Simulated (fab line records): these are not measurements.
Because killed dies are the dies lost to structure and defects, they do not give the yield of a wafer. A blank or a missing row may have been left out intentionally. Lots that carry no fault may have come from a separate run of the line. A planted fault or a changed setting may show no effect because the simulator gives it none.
Code-filled problem report in 8D (eight disciplines) form + flow sfq line + the parts of the form that need people (team, actions taken, sign-off) are left out

## 1. PROBLEM STATEMENT
Across 2 wafers from 2 lots, M1_NB_RS at SFQ_M1_RS_MEAS_909 averages 0.986 ohm/sq, while fault-free wafers read 0.889 ohm/sq with a standard deviation of 0.0099. Relative to the usual mean, that is a shift of +9.8 standard deviations.
The step: measures by four-point-probe.
Earliest sighting: wafer L185.1 on film metro-03 at day 23 00:57. The record has a number at this step for 40 wafers belonging to 14 lots. Rule for "out" (also "out of limits"): further than 4 standard deviations from the usual mean. Any other wafer with a number is counted as sound.

## 2. WHAT IT IS, AND WHAT IT ISN'T
| question                    | is                | is not                                                                    |
|-----------------------------|-------------------|---------------------------------------------------------------------------|
| which readings at this step | M1_NB_RS          | -                                                                         |
| which lots                  | L185, L187        | L170, L171, L172, L173, L174, L175, L176, L177, L178, L179, L182, L191    |
| which wafers of those lots  | L185.1, L187.1    | L185.6, L187.6                                                            |
| read on which gauges        | film metro-03     | film metro-02, film metro-04                                              |
| when                        | from day 23 00:57 | up to then (34 sound wafers); but 4 sound wafers of L187, L191 came after |

## 3. WHAT RULES OUT EACH SUSPECT
Counting: if a tool at a process step up to the reading ran every lot that is out, it stays a suspect. Sound lots after the first of them don't rule it out here, since some wafers of a struck lot are sound.
- the gauge at SFQ_M1_RS_MEAS_909 has been ruled out. All the wafers that are out were read on film metro-03, but those of them that SFQ_TRILAYER_M1_ETCH_METAL_ETCH_042 has rows for are out there too, on other tools.
- pvd sputter-03 at SFQ_TRILAYER_M1_DEP_SPUTTER_037 (material Nb, target thk 200 nm, time 133.3 s): kept. It processed each lot that is out (first: L185, day 23 00:52); up to then, its last sound lot is L182 (day 21 13:18).
The count leaves pvd sputter-03 at SFQ_TRILAYER_M1_DEP_SPUTTER_037.

## 4. THE CAUSE (what the simulator had put in)
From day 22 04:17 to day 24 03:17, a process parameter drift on pvd sputter-03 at SFQ_TRILAYER_M1_DEP_SPUTTER_037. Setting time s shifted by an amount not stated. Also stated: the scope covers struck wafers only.
This tool alone remained once counting was done.

## 5. THE EFFECT CHAIN, in route order
One row per reading whose mean, taken over the struck wafers that have a number, lies over 3 standard deviations from the usual. Scope: only readings with a usual standard deviation given in the record; hours: median across lots of the time from each lot's start at the first step in this table that gives one to its start at this step; sigmas: change in usual standard deviations.
| hours | step                                | reading        | usual        | on struck wafers | change | sigmas |
|-------|-------------------------------------|----------------|--------------|------------------|--------|--------|
| 0     | SFQ_M1_RS_MEAS_909                  | M1_NB_RS       | 0.889 ohm/sq | 0.986            | +0.097 | +9.8   |
| 155   | SFQ_TRILAYER_M1_ETCH_METAL_ETCH_042 | oes product au | 0.893 a.u.   | 0.843            | -0.050 | -7.2   |
The process steps in it:
- SFQ_TRILAYER_M1_ETCH_METAL_ETCH_042: etches Nb in Cl2/Ar, stops on SiO2, target depth 240 nm, time 120 s.

## 6. WHAT WOULD HAVE CAUGHT IT SOONER
21 hours passed between the start of the fault at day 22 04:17 and the first reading out of limits at a measuring or inspecting step in this record, taken at day 23 00:57.
No tool reading at SFQ_TRILAYER_M1_DEP_SPUTTER_037 that has a usual standard deviation in the record was out on any struck wafer, so an alarm limit of 4 standard deviations on those readings would not have fired.
Among the 2 lots that are out, L187 began SFQ_TRILAYER_M1_DEP_SPUTTER_037 on pvd sputter-03 after day 23 00:57. Putting the tool on hold at that point would have spared it.
